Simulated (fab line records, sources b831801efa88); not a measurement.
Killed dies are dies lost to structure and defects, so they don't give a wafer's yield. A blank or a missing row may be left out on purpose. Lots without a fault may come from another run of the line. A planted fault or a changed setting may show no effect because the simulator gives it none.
fab line records | flow sfq_line
record lots=14 wafers=42 last_day=97
route steps=325 shown C5@248
lots that met no fault: from a run of the same line without faults
start_h: hours from the record's first day to the start of the lot's first wafer shown | wait_h: hours since the lot's step before | " the same as in the row above | L1.1+2: a row that stands for several wafers | - no value, or no start given | * or withheld: withheld | < > ~ a bound
route shown NAME@n: a module of which the file shows steps, and the number in the route of the first | usual: mean/standard deviation of fault-free wafers | same: alike in all rows | chamber/n: place in a boat | sites: the reading at each site | _std_site: their standard deviation | _edge_site: outer sites' mean less inner sites' | radius_mm: how far each site lies from the wafer's centre | mask NAME#n: copy n | behind: the tool/chamber that last shaped the wafer | hold: why the lot was held/for how many hours/how that ended | device: the transistor (n, p or np) that didn't switch | end of line: the same wafers' tests at the end of the route | a step without rows: its recipe alone | killed: dies lost to structure and defects at the first sort, not the wafer's yield | map: a wafer's dies, x killed, . not, _ none there
set.NAME: the setting as run; set.NAME@STEP: as run at that earlier step | model.NAME: the simulator's own value behind a step, which no gauge read
steps of the route over a sample of lots; a table a step, a row a wafer
services: from which hour (start_h, from the record's first day; less than 0 if before it) a tool's chamber was out of use, for how many hours, and why
## steps
# step SFQ_TRILAYER_C5_ETCH_VIA_ETCH_154
# recipe target=SiO2 mask_material=PR chemistry=CHF3 target_depth_nm=84 source_w=500 bias_w=81.09 pressure_mtorr=30 time_s=withheld stop_on=Nb
# usual drypump_motor_current_A=5.7/0.55 oes_product_au=0.896/0.0083 rf_fwd_power_W=495.4/2.1
# columns lot.wafer tool chamber start_h wait_h drypump_motor_current_A oes_product_au rf_fwd_power_W
L293.1 rie_diel-04 2 1822.71 0.0 6.4 0.893 493.1
L293.2 " 1 " " 5.4 0.890 499.4
L293.5 " 0 " " 5.6 0.893 495.8
L294.1 rie_diel-02 0 1823.91 0.0 6.0 0.902 497.7
L294.2 " 3 " " 5.3 0.908 498.4
L294.5 " 3 " " 5.3 0.920 496.5
L295.1 rie_diel-01 1 1831.63 0.0 6.3 0.889 494.5
L295.5 " 2 " " 5.6 0.901 492.1
L295.6 " 3 " " 5.8 0.892 495.4
L296.2 rie_diel-04 3 1832.83 0.0 4.7 0.891 493.3
L296.3 " 0 " " 5.7 0.896 498.0
L296.6 " 0 " " 5.6 0.903 498.5
L297.3 rie_diel-02 1 1836.43 0.0 6.7 0.895 497.0
L297.4 " 3 " " 5.3 0.911 499.6
L297.6 " 3 " " 5.3 0.904 497.8
L305.1 rie_diel-04 2 1898.45 0.0 6.4 0.873 411.2
L305.2 " 1 " " 5.4 0.890 494.8
L305.4 " 0 " " 5.7 0.885 498.0
L306.3 rie_diel-04 3 1902.64 0.0 4.7 0.896 496.8
L306.4 " 2 " " 6.4 0.910 414.5
L306.5 " 1 " " 5.4 0.904 495.8
L310.3 rie_diel-01 2 1942.00 0.0 5.6 0.888 492.5
L310.4 " 3 " " 5.8 0.903 497.4
L310.5 " 3 " " 5.8 0.903 496.5
L311.1 rie_diel-01 0 1945.60 0.0 6.3 0.886 492.8
L311.3 " 1 " " 6.3 0.885 495.4
L311.4 " 2 " " 5.6 0.899 493.6
L312.2 rie_diel-04 0 1959.54 0.0 5.7 0.894 497.3
L312.5 " 0 " " 5.7 0.895 498.9
L312.6 " 3 " " 4.7 0.894 494.9
L313.3 rie_diel-02 2 2008.86 0.0 5.7 0.887 492.7
L313.4 " 1 " " 6.7 0.896 497.9
L313.5 " 0 " " 6.0 0.901 498.3
L314.2 rie_diel-04 3 2041.26 0.0 4.7 0.896 495.7
L314.3 " 0 " " 5.7 0.896 496.8
L314.4 " 2 " " 6.4 0.901 491.2
L315.1 rie_diel-02 0 2042.71 0.0 6.0 0.900 495.0
L315.5 " 2 " " 5.7 0.899 493.9
L315.6 " 3 " " 5.3 0.896 498.9
L316.1 rie_diel-04 1 2043.91 0.0 5.4 0.905 498.3
L316.4 " 3 " " 4.7 0.910 497.9
L316.6 " 1 " " 5.4 0.899 499.2
## services
# columns tool chamber start_h hours kind
rie_diel-02 1 1818.17 6.5 repair
rie_diel-02 - 1818.20 0.2 repair
rie_diel-02 1 1874.69 7.4 repair
rie_diel-02 3 1895.38 3.5 repair
rie_diel-04 0 1923.44 4.9 repair
rie_diel-02 - 1937.91 0.4 repair
rie_diel-01 2 1949.09 6.8 repair
rie_diel-02 2 1972.69 - clean
rie_diel-02 2 1972.69 22.3 scheduled_down
rie_diel-02 2 1972.69 22.3 vent_cycle
rie_diel-01 - 1981.26 0.2 repair
rie_diel-02 1 1985.13 4.1 repair
rie_diel-04 0 2002.75 2.1 repair
rie_diel-01 - 2019.86 0.1 repair
rie_diel-01 1 2034.04 - clean
rie_diel-01 1 2034.04 18.7 scheduled_down
rie_diel-01 1 2034.04 18.7 vent_cycle
## key
first_sign step=SFQ_TRILAYER_C5_ETCH_VIA_ETCH_154 reading=rf_fwd_power_W direction=down sigmas=39 usual=495.4 struck=412.8
effect none on later readings
met_at SFQ_TRILAYER_C5_ETCH_VIA_ETCH_154
struck_lots L305,L306
struck_wafers L305.1,L306.4
onset_between 1822.71 1898.45
fault kind=process_parameter_drift tool=rie_diel-04 chamber=2 onset_h=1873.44 steps=SFQ_TRILAYER_C5_ETCH_VIA_ETCH_154 channel=source_w offset=-80 shape=step end_h=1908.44 acts_in=these_recipes_only stated=500
